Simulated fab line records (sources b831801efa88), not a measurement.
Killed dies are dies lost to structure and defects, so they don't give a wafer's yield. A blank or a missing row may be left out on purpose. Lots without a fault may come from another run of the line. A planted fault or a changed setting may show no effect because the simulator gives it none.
Check of tool commonality | flow gf180mcu | Lots sampled 15, wafers sampled 45

## REASON IT WAS OPENED
At GF_TOP_METAL_RS_MEAS_05 the reading TOP_METAL_ALCU_RS is flagged on 3 of 15 lots. Fault-free wafers read 0.0329 ohm/sq, with a standard deviation of 0.00033.
Rule: a lot gets a flag if all its wafers with a number sit over 4 standard deviations from that mean, or if no wafer of it has a number. All remaining lots are regarded as sound.

lot  | measured     | on            | TOP_METAL_ALCU_RS (ohm/sq), wafer by wafer | flag
L612 | day 27 02:54 | film metro-01 | 0.0325 0.0327 0.0326                       |
L613 | day 27 09:22 | film metro-02 | 0.0331 0.0328 0.0333                       |
L614 | day 27 21:22 | film metro-02 | 0.0326 0.0333 0.0327                       |
L615 | day 28 04:02 | film metro-01 | 0.0327 0.0328 0.0326                       |
L616 | day 28 15:14 | film metro-02 | 0.0325 0.0328 0.0328                       |
L617 | day 28 22:41 | film metro-02 | 0.0329 0.0331 0.0333                       |
L619 | day 29 16:49 | film metro-01 | 0.0325 0.0327 0.0328                       |
L621 | day 30 06:05 | film metro-01 | 0.0330 0.0329 0.0330                       |
L622 | day 30 14:02 | film metro-01 | 0.0330 0.0332 0.0332                       |
L623 | day 30 16:16 | film metro-03 | 0.0329 0.0328 0.0328                       |
L624 | day 30 19:48 | film metro-03 | 0.0329 0.0331 0.0331                       |
L630 | day 32 12:01 | film metro-03 | 9.7895 9.7494 9.7407                       | FLAGGED
L631 | day 32 19:35 | film metro-02 | 9.7738 9.7707 9.8511                       | FLAGGED
L632 | day 33 00:26 | film metro-02 | 9.7081 9.6177 9.6895                       | FLAGGED
L635 | day 33 14:45 | film metro-02 | 0.0322 0.0324 0.0324                       |
Flagged lots average 9.7434 ohm/sq: +9.7105 ohm/sq relative to the usual, that is +99 or more standard deviations.

## WHICH TOOL EACH LOT WENT THROUGH
Before the reading, the record contains 3 process steps out of a 602-step route. Every cell lists first the tool, next ch and the chambers used by the sampled wafers, and last the start.
lot  | flag    | GF_MIM_CVD_05                   | GF_V5_CMP_26                  | GF_TOP_METAL_SPUTTER_02
L612 |         | pecvd-02 ch 0,1,2, day 24 07:23 | cmp-02 ch 0,2,3, day 27 02:23 | pvd sputter-01, day 27 02:49
L613 |         | pecvd-04 ch 0,1, day 24 15:15   | cmp-01 ch 0,1, day 27 08:54   | pvd sputter-02, day 27 09:17
L614 |         | pecvd-02 ch 0,2, day 25 04:05   | cmp-01 ch 0,1, day 27 20:50   | pvd sputter-03, day 27 21:16
L615 |         | pecvd-04 ch 0,2, day 25 10:01   | cmp-02 ch 0,1,3, day 28 03:34 | pvd sputter-01, day 28 03:57
L616 |         | pecvd-01 ch 0,1, day 26 00:35   | cmp-01 ch 1,2,3, day 28 14:49 | pvd sputter-03, day 28 15:08
L617 |         | pecvd-04 ch 0,1, day 26 05:56   | cmp-02 ch 0,2,3, day 28 22:08 | pvd sputter-02, day 28 22:34
L619 |         | pecvd-04 ch 1,2, day 27 02:14   | cmp-02 ch 0,2,3, day 29 16:21 | pvd sputter-03, day 29 16:41
L621 |         | pecvd-02 ch 1,2, day 27 18:31   | cmp-02 ch 1,2, day 30 05:32   | pvd sputter-01, day 30 05:58
L622 |         | pecvd-01 ch 0,1, day 28 02:34   | cmp-02 ch 0,2,3, day 30 13:39 | pvd sputter-03, day 30 13:56
L623 |         | pecvd-02 ch 0,1,2, day 28 03:31 | cmp-02 ch 0,3, day 30 15:45   | pvd sputter-02, day 30 16:11
L624 |         | pecvd-01 ch 0,1, day 28 08:16   | cmp-01 ch 0,2,3, day 30 19:17 | pvd sputter-02, day 30 19:43
L630 | FLAGGED | pecvd-04 ch 0,2, day 30 04:13   | cmp-01 ch 0,1, day 32 11:33   | pvd sputter-03, day 32 11:56
L631 | FLAGGED | pecvd-02 ch 1,2, day 30 11:40   | cmp-02 ch 0,2,3, day 32 19:05 | pvd sputter-02, day 32 19:28
L632 | FLAGGED | pecvd-01 ch 0,1, day 30 17:56   | cmp-02 ch 0,1, day 32 23:52   | pvd sputter-02, day 33 00:19
L635 |         | pecvd-01 ch 0,2, day 31 08:38   | cmp-01 ch 0,3, day 33 14:14   | pvd sputter-02, day 33 14:40
What the steps here do:
- GF_MIM_CVD_05: deposits Si3N4, target thk 42 nm, time 29.086 s.
- GF_V5_CMP_26: polishes, stops on SiO2, t overpolish 15 s, target thk 0 nm.
- GF_TOP_METAL_SPUTTER_02: material AlCu, target thk 900 nm, time 47.82 s.
- GF_TOP_METAL_RS_MEAS_05: measures by four-point-probe.

## FLAGGED OVER TOTAL, TOOL BY TOOL (the gauges that took the reading come last)
step                    | tool           | lots run | flagged | share of the flagged lots | sound lots run after its first flagged lot
GF_MIM_CVD_05           | pecvd-01       | 5        | 1       | some                      | 1 (L635)
GF_MIM_CVD_05           | pecvd-02       | 5        | 1       | some                      | 0
GF_MIM_CVD_05           | pecvd-04       | 5        | 1       | some                      | 0
GF_V5_CMP_26            | cmp-01         | 6        | 1       | some                      | 1 (L635)
GF_V5_CMP_26            | cmp-02         | 9        | 2       | some                      | 0
GF_TOP_METAL_SPUTTER_02 | pvd sputter-01 | 3        | 0       | none                      | -
GF_TOP_METAL_SPUTTER_02 | pvd sputter-02 | 7        | 2       | some                      | 1 (L635)
GF_TOP_METAL_SPUTTER_02 | pvd sputter-03 | 5        | 1       | some                      | 0
GF_TOP_METAL_RS_MEAS_05 | film metro-01  | 5        | 0       | none                      | -
GF_TOP_METAL_RS_MEAS_05 | film metro-02  | 7        | 2       | some                      | 1 (L635)
GF_TOP_METAL_RS_MEAS_05 | film metro-03  | 3        | 1       | some                      | 0

## THE TABLE: WHAT IT ALLOWS
No row of the table ran every flagged lot.

## WHAT HAD BEEN PUT IN BY THE SIMULATOR
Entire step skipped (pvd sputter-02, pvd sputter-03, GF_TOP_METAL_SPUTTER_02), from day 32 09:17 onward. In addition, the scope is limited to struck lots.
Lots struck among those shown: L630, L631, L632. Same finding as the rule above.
